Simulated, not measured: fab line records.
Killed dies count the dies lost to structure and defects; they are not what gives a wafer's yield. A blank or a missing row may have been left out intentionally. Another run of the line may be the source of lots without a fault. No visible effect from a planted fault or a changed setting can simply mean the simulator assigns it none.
fab line records	flow sky130
record lots=7	wafers=21	last-day=50
route steps=708 shown VIA1@461 PAD_OPEN@708
lots that met no fault: from a run of the same line without faults
start-h: the number of hours between the record's first day and the start of the first shown wafer of the lot	wait-h: hours from the lot's prior step to this one	" same as the row above	L1.1+2: a row that stands for several wafers	- no value, or no start given	* or withheld: withheld	< > ~ a bound
route shown NAME@n: a module of which the file shows steps, and the number in the route of the first	usual: average and standard deviation across the fault-free wafers	same: alike in all rows	chamber/n: place in a boat	sites: the reading at each site	_std_site: standard deviation of those values	_edge_site: outer sites' mean less inner sites'	radius-mm: for every site, how far away it sits from the centre of the wafer	mask NAME#n: copy n	behind: the most recent tool/chamber to have shaped the wafer	hold: reason for holding the lot/hours on hold/outcome of the hold	device: names the non-switching transistor (n, p or np)	end of line: the tests these same wafers got at the end of their route	a step with no rows: only its recipe	killed: dies lost to structure and defects at the first sort, not the wafer's yield	map: per-die view of a wafer (x killed, . not killed, _ where there is no die)
set.NAME: the setting as run; set.NAME@STEP: as run at that earlier step	model.NAME: the simulator's own value behind a step, which no gauge read
certain route steps with their lots: each step a table, each wafer a row
services: a tool's chamber out of use, with start hour (start-h, from the record's first day; less than 0 if before it), hours out, and reason
## steps
# step SKY_VIA1_BOW_MEAS_03
# recipe mode=bow
# usual VIA1_BOW=80/7.8
lot.wafer	tool	chamber	start-h	wait-h	VIA1_BOW[um]
L636.2	film-metro-03	-	765.38	0.1	84
L636.3	"	-	"	"	92
L636.5	"	-	"	"	70
L642.1	film-metro-02	-	814.30	0.1	91
L642.2	"	-	"	"	77
L642.4	"	-	"	"	81
L645.1	film-metro-04	-	829.31	0.1	79
L645.3	"	-	"	"	95
L645.6	"	-	"	"	72
L652.1	film-metro-03	-	889.81	0.1	76
L652.2	"	-	"	"	77
L652.6	"	-	"	"	72
L654.1	film-metro-04	-	897.86	0.1	77
L654.5	"	-	"	"	92
L654.6	"	-	"	"	69
L657.2	film-metro-04	-	922.63	0.2	85
L657.3	"	-	"	"	88
L657.6	"	-	"	"	84
L659.1	film-metro-02	-	934.56	0.2	75
L659.3	"	-	"	"	85
L659.6	"	-	"	"	79
# step SKY_VIA1_DEHYDRATE_04
# recipe temp-c=200	time-s=60
# step SKY_VIA1_HMDS_05
# recipe prime-time-s=60	prime-temp-c=120
# step SKY_VIA1_COAT_06
# recipe resist=BARC	temp-c=withheld	time-s=withheld	spin-rpm=3000	resist-thk-nm=60
# step SKY_VIA1_COAT_07
# recipe resist=KrF-thick	spin-rpm=3000	resist-thk-nm=450
# step SKY_VIA1_SOFTBAKE_08
# recipe temp-c=100	time-s=90	resist=KrF-thick
# step SKY_VIA1_EXPOSE_09
# recipe mask-id=VIM	na=0.8	source-shape=annular	sigma-inner=0.55	sigma-outer=0.85	target-cd-nm=150	dose-mj=38
# step SKY_VIA1_PEB_10
# recipe peb-temp-c=withheld	peb-time-s=withheld	resist=KrF-thick
# step SKY_VIA1_DEVELOP_11
# recipe develop-time-s=60	resist=KrF-thick	dev-temp-c=21
# step SKY_VIA1_CD_MEAS_12
# recipe target-cd-nm=150
# usual cd-nm=150.3/1.5
lot.wafer	tool	chamber	start-h	wait-h	cd-nm
L636.2	cd-sem-02	-	791.11	-	149.2
L636.3	"	-	"	"	148.6
L636.5	"	-	"	"	150.2
L642.1	cd-sem-02	-	840.67	-	153.3
L642.2	"	-	"	"	153.1
L642.4	"	-	"	"	153.4
L645.1	cd-sem-02	-	855.62	-	150.8
L645.3	"	-	"	"	151.2
L645.6	"	-	"	"	149.3
L652.1	cd-sem-02	-	915.42	-	150.4
L652.2	"	-	"	"	150.0
L652.6	"	-	"	"	150.3
L654.1	cd-sem-02	-	923.29	-	148.7
L654.5	"	-	"	"	150.7
L654.6	"	-	"	"	149.0
L657.2	cd-sem-01	-	947.31	-	151.0
L657.3	"	-	"	"	150.5
L657.6	"	-	"	"	150.4
L659.1	cd-sem-02	-	959.22	-	150.1
L659.3	"	-	"	"	148.6
L659.6	"	-	"	"	150.5
# step SKY_VIA1_OVL_MEAS_13
# usual VIA1_OVL=0/4.1
lot.wafer	tool	chamber	start-h	wait-h	VIA1_OVL[nm]
L636.2	overlay-02	-	791.21	0.1	-4
L636.3	"	-	"	"	0
L636.5	"	-	"	"	-7
L642.1	overlay-01	-	840.79	0.1	-2
L642.2	"	-	"	"	-2
L642.4	"	-	"	"	-1
L645.1	overlay-02	-	855.74	0.1	8
L645.3	"	-	"	"	7
L645.6	"	-	"	"	3
L652.1	overlay-01	-	915.54	0.1	7
L652.2	"	-	"	"	3
L652.6	"	-	"	"	4
L654.1	overlay-02	-	923.41	0.1	-2
L654.5	"	-	"	"	-1
L654.6	"	-	"	"	-2
L657.2	overlay-01	-	947.41	0.1	-6
L657.3	"	-	"	"	-8
L657.6	"	-	"	"	-11
L659.1	overlay-01	-	959.34	0.1	-4
L659.3	"	-	"	"	-2
L659.6	"	-	"	"	5
# step SKY_VIA1_ETCH_14
# recipe chemistry=N2/H2	target=BARC	ion-energy-ev=200	source-w=500	bias-w=100	pressure-mtorr=30	n2-flow-sccm=100	h2-flow-sccm=200	stop-on=SiO2	time-s=45.9	target-depth-a=600
# usual drypump-motor-current-A=5.7/0.54	oes-product-au=0.855/0.0047	run-length-s=74.3/0.46	throttle-valve-pct=13.225/0.0093
lot.wafer	tool	chamber	start-h	wait-h	drypump-motor-current-A	oes-product-au	rf-hours-counter-h	run-length-s	throttle-valve-pct
L636.2	rie-diel-04	1	791.24	0.0	5.2	0.864	9	74.0	13.222
L636.3	"	0	"	"	6.8	0.861	6	74.9	13.231
L636.5	"	0	"	"	6.8	0.848	-	75.1	13.210
L642.1	rie-diel-01	1	840.83	0.0	5.6	0.850	7	73.6	13.233
L642.2	"	2	"	"	5.5	0.857	10	74.5	13.226
L642.4	"	3	"	"	5.4	0.849	11	74.1	13.224
L645.1	rie-diel-04	1	855.78	0.0	5.2	0.852	11	74.2	13.217
L645.3	"	0	"	"	6.8	0.858	8	75.2	13.222
L645.6	"	2	"	"	5.6	0.859	-	74.5	13.219
L652.1	rie-diel-04	1	915.58	0.0	5.2	0.854	12	74.3	13.230
L652.2	"	2	"	"	5.6	0.856	24	74.6	13.218
L652.6	"	0	"	"	6.8	0.857	-	75.2	13.246
L654.1	rie-diel-04	2	923.44	0.0	5.6	0.865	24	73.9	13.222
L654.5	"	2	"	"	5.6	0.860	-	74.3	13.239
L654.6	"	3	"	"	5.0	0.855	-	74.2	13.228
L657.2	rie-diel-04	0	947.44	0.0	6.8	0.848	11	74.8	13.238
L657.3	"	2	"	"	5.6	0.853	25	74.2	13.205
L657.6	"	1	"	"	5.2	0.857	-	74.8	13.222
L659.1	rie-diel-03	3	959.38	0.0	5.6	0.861	12	73.4	13.235
L659.3	"	1	"	"	5.9	0.856	8	74.7	13.231
L659.6	"	3	"	"	5.6	0.856	-	73.2	13.229
# step SKY_VIA1_ETCH_15
# recipe target=SiO2	chemistry=C4F8/O2/Ar	target-depth-nm=351	stop-on=TiN	mask-material=KrF-thick	source-w=1500	bias-w=1200	pressure-mtorr=40	c4f8-flow-sccm=withheld	O2_flow_sccm=6	Ar_flow_sccm=300	time-s=54
# usual oes-product-au=0.979/0.0064	run-length-s=82.3/0.44
lot.wafer	tool	chamber	start-h	wait-h	oes-product-au	rf-hours-counter-h	run-length-s	model.KrF-thick_of_VIA1_COAT_07.thk-nm	model.VIA1.feature-depth-nm	model.etch.depth-nm
L636.2	rie-diel-04	1	791.28	0.0	0.975	9	82.4	326.9	342.7	342.7
L636.3	"	0	"	"	0.970	6	82.9	323.7	344.2	344.2
L636.5	"	0	"	"	0.994	-	82.9	324.1	345.8	345.8
L642.1	rie-diel-01	1	840.87	0.0	0.986	7	81.8	321.7	346.4	346.4
L642.2	"	2	"	"	0.981	10	82.6	322.6	346.2	346.2
L642.4	"	3	"	"	0.982	11	82.3	322.8	344.1	344.1
L645.1	rie-diel-04	1	855.82	0.0	0.977	11	82.4	324.4	344	344
L645.3	"	0	"	"	0.969	8	82.7	323.7	345.3	345.3
L645.6	"	2	"	"	0.974	-	82.1	324	344.8	344.8
L652.1	rie-diel-04	1	915.62	0.0	0.970	12	82.4	324.4	341.1	341.1
L652.2	"	2	"	"	0.976	24	81.9	322.4	344.4	344.4
L652.6	"	0	"	"	0.936	-	88.7	317.4	346.2	345
L654.1	rie-diel-04	2	923.48	0.0	0.977	24	82.0	324.8	343.1	343.1
L654.5	"	2	"	"	0.976	-	82.1	323.7	344.9	344.9
L654.6	"	3	"	"	0.927	-	87.8	316.3	346.2	345.1
L657.2	rie-diel-04	0	947.49	0.0	0.985	11	83.3	324.3	343.5	343.5
L657.3	"	2	"	"	0.942	25	87.6	316.8	346.9	345.9
L657.6	"	1	"	"	0.931	-	87.4	318.6	346.5	345.7
L659.1	rie-diel-03	3	959.42	0.0	0.984	12	81.9	323.5	344.3	344.3
L659.3	"	1	"	"	0.977	8	82.1	323.3	345.5	345.5
L659.6	"	3	"	"	0.974	-	82.2	325	344.8	344.8
# step SKY_VIA1_STRIP_16
# recipe chemistry=O2/N2	power-w=1400	pressure-mtorr=1500	platen-temp-c=withheld	o2-flow-sccm=3000	n2-flow-sccm=300	overash-fraction=0.5
# usual drypump-motor-current-A=5.63/0.15	oes-product-au=0.416/0.005	strip-time-to-endpoint-s=4.465/0.021
# same overash-fraction=0.5
lot.wafer	tool	chamber	start-h	wait-h	drypump-motor-current-A	oes-product-au	rf-hours-counter-h	strip-time-to-endpoint-s
L636.2	plasma-asher-03	0	791.33	0.0	5.64	0.418	35	4.515
L636.3	"	1	"	"	5.68	0.415	-	4.473
L636.5	"	0	"	"	5.63	0.418	-	4.469
L642.1	plasma-asher-04	0	840.91	0.0	5.67	0.412	73	4.448
L642.2	"	1	"	"	5.42	0.424	73	4.464
L642.4	"	1	"	"	5.41	0.416	-	4.468
L645.1	plasma-asher-03	0	855.86	0.0	5.67	0.408	41	4.472
L645.3	"	1	"	"	5.69	0.422	-	4.472
L645.6	"	1	"	"	5.68	0.417	-	4.471
L652.1	plasma-asher-04	1	915.67	0.0	5.42	0.410	79	4.492
L652.2	"	0	"	"	5.70	0.423	79	4.458
L652.6	"	1	"	"	5.39	0.406	-	4.407
L654.1	plasma-asher-03	1	923.53	0.0	5.70	0.417	48	4.480
L654.5	"	0	"	"	5.67	0.414	-	4.480
L654.6	"	1	"	"	5.72	0.410	-	4.379
L657.2	plasma-asher-01	0	947.53	0.0	5.47	0.407	20	4.488
L657.3	"	0	"	"	5.45	0.417	-	4.393
L657.6	"	1	"	"	5.95	0.414	-	4.417
L659.1	plasma-asher-03	0	959.47	0.0	5.66	0.410	51	4.483
L659.3	"	0	"	"	5.64	0.413	-	4.451
L659.6	"	0	"	"	5.65	0.408	-	4.491
# step SKY_VIA1_STRIP_17
# recipe chemistry=post-etch-residue-remover	time-s=1200	temp-c=72.5
# step SKY_PAD_OPEN_PROBE_99
# usual defect-limited-yield=81.9/2	killed_at_M0_to_M3=43/6.5	killed_at_M4_up=3.2/1.8	killed-at-contacts=26/5.2	killed-at-front-end=16/4.8	killed-at-other=0.3/0.6	killed-dies=89/9.6	killed-on-rim=17/3.7	killed-open=48/7.1	killed-short=40/6.4	sort_bin_3_pad_short=0.9/0.37	sort_bin_5_function=10.7/1.4	sort_bin_6_memory=6.5/1.2	sort-n-pass=403/9.6	sort-yield-pct=81.9/2
# same gross-dies=492	killed-at-back-side=0	sort_bin_4_leakage[%]=0	sort_bin_8_speed[%]=0
lot.wafer	tool	chamber	start-h	wait-h	defect-limited-yield[%]	killed_at_M0_to_M3	killed_at_M4_up	killed-at-contacts	killed-at-front-end	killed-at-other	killed-dies	killed-on-rim	killed-open	killed-short	sort_bin_3_pad_short[%]	sort_bin_5_function[%]	sort_bin_6_memory[%]	sort-n-pass	sort-yield-pct[%]
L645.1	prober-02	-	1126.56	0.1	85.6	36	3	23	7	2	71	15	35	34	1.2	8.1	5.1	421	85.6
L645.3	prober-02	-	1126.66	0.2	81.5	38	6	26	21	0	91	18	43	48	1.0	12.2	5.3	401	81.5
L645.6	prober-02	-	1126.81	0.2	82.7	49	2	20	11	3	85	21	43	40	0.8	10.4	6.1	407	82.7
L652.1	prober-01	-	1170.27	0.1	82.5	38	5	33	10	0	86	20	39	47	1.0	10.8	5.7	406	82.5
L654.5	prober-01	-	1174.95	0.2	82.5	40	2	27	17	0	86	15	47	39	0.8	9.1	7.5	406	82.5
L657.2	prober-02	-	1190.25	0.1	83.1	36	4	23	20	0	83	18	44	39	0.8	10.4	5.7	409	83.1
L657.3	prober-02	-	1190.30	0.2	82.3	36	2	34	15	0	87	19	43	44	0.6	10.0	7.1	405	82.3
L657.6	prober-02	-	1190.45	0.2	86.2	34	2	15	17	0	68	15	32	36	1.0	8.7	4.1	424	86.2
# killed by level:class
L645.1 LI_CONTACT:geometric-particle:open=8 VIA2:geometric-particle:open=7 LOCAL_INTERCONNECT:geometric-particle:short=6 CONTACT:geometric-particle:open=6 VIA3:geometric-particle:open=5 METAL1:geometric-particle:short=4 VIA1:geometric-particle:open=4 METAL2:geometric-particle:short=4
L645.3 LI_CONTACT:geometric-particle:open=8 FIELD_ISO:geometric-particle:short=7 CONTACT:geometric-particle:short=7 VIA1:geometric-particle:short=7 VIA1:geometric-particle:open=7 CONTACT:geometric-particle:open=6 VIA2:geometric-particle:short=6 VIA3:geometric-particle:open=5
L645.6 VIA1:geometric-particle:open=13 METAL1:geometric-particle:short=10 LI_CONTACT:geometric-particle:open=9 CONTACT:geometric-particle:short=7 VIA3:geometric-particle:open=6 VIA2:geometric-particle:open=5 POLY_GATE:geometric-particle:short=4 FIELD_ISO:geometric-particle:open=3
L652.1 LI_CONTACT:geometric-particle:open=9 VIA1:geometric-particle:open=9 CONTACT:geometric-particle:short=7 CONTACT:geometric-particle:open=7 VIA1:geometric-particle:short=7 LOCAL_INTERCONNECT:geometric-particle:short=6 VIA2:geometric-particle:open=6 METAL4:geometric-particle:short=5
L654.5 VIA1:geometric-particle:open=13 CONTACT:geometric-particle:open=9 LI_CONTACT:geometric-particle:open=9 POLY_GATE:geometric-particle:short=8 METAL1:geometric-particle:short=8 METAL2:geometric-particle:short=5 LOCAL_INTERCONNECT:geometric-particle:short=5 POLY_CUT:geometric-particle:short=4
L657.2 LI_CONTACT:geometric-particle:open=9 VIA3:geometric-particle:open=8 FIELD_ISO:geometric-particle:short=7 LOCAL_INTERCONNECT:geometric-particle:short=6 VIA1:geometric-particle:open=6 METAL2:geometric-particle:short=6 VIA2:geometric-particle:open=6 CONTACT:geometric-particle:open=4
L657.3 LOCAL_INTERCONNECT:geometric-particle:short=9 LI_CONTACT:geometric-particle:open=8 VIA2:geometric-particle:open=8 CONTACT:geometric-particle:open=8 CONTACT:geometric-particle:short=6 VIA1:geometric-particle:open=6 METAL1:geometric-particle:short=5 POLY_GATE:geometric-particle:short=4
L657.6 VIA1:geometric-particle:open=7 CONTACT:geometric-particle:open=6 METAL2:geometric-particle:short=6 VIA3:geometric-particle:open=5 POLY_GATE:geometric-particle:short=5 LI_CONTACT:geometric-particle:open=5 METAL1:geometric-particle:short=4 METAL3:geometric-particle:short=4
## services
tool	chamber	start-h	hours	kind
rie-diel-01	1	775.84	1.4	repair
rie-diel-03	2	779.88	4.0	repair
plasma-asher-04	-	796.39	1.3	repair
plasma-asher-01	-	801.57	1.6	repair
plasma-asher-04	-	807.98	0.5	repair
rie-diel-03	0	808.15	3.3	repair
rie-diel-01	2	841.19	2.6	repair
rie-diel-04	-	852.17	2.8	pm
rie-diel-03	1	852.93	1.3	repair
rie-diel-04	1	857.42	30.1	repair
plasma-asher-04	-	901.04	14.6	pm
rie-diel-03	0	905.80	64.4	repair
plasma-asher-03	-	930.47	0.9	repair
plasma-asher-01	-	930.95	2.0	repair
plasma-asher-03	-	956.29	2.8	pm
## key
first-sign step=SKY_VIA1_ETCH_15	reading=run-length-s	direction=up	sigmas=12	usual=*	struck=*
effect step=SKY_VIA1_ETCH_15	reading=oes-product-au	direction=down	sigmas=7.1	usual=0.979	struck=0.934
effect step=SKY_VIA1_STRIP_16	reading=strip-time-to-endpoint-s	direction=down	sigmas=3.2	usual=*	struck=*
model-effect step=SKY_VIA1_ETCH_15	value=KrF-thick_of_VIA1_COAT_07.thk-nm	without=324.1	struck=317.3
met-at SKY_VIA1_ETCH_15
struck-wafers L652.6,L654.6,L657.3,L657.6
onset-between 855.82 915.62
fault kind=process-parameter-drift	tool=rie-diel-04	chamber=-	onset-h=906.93	steps=SKY_VIA1_ETCH_15	channel=time-s	offset=*	shape=step	end-h=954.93	scope=struck-wafers-only	acts-in=*	stated=*
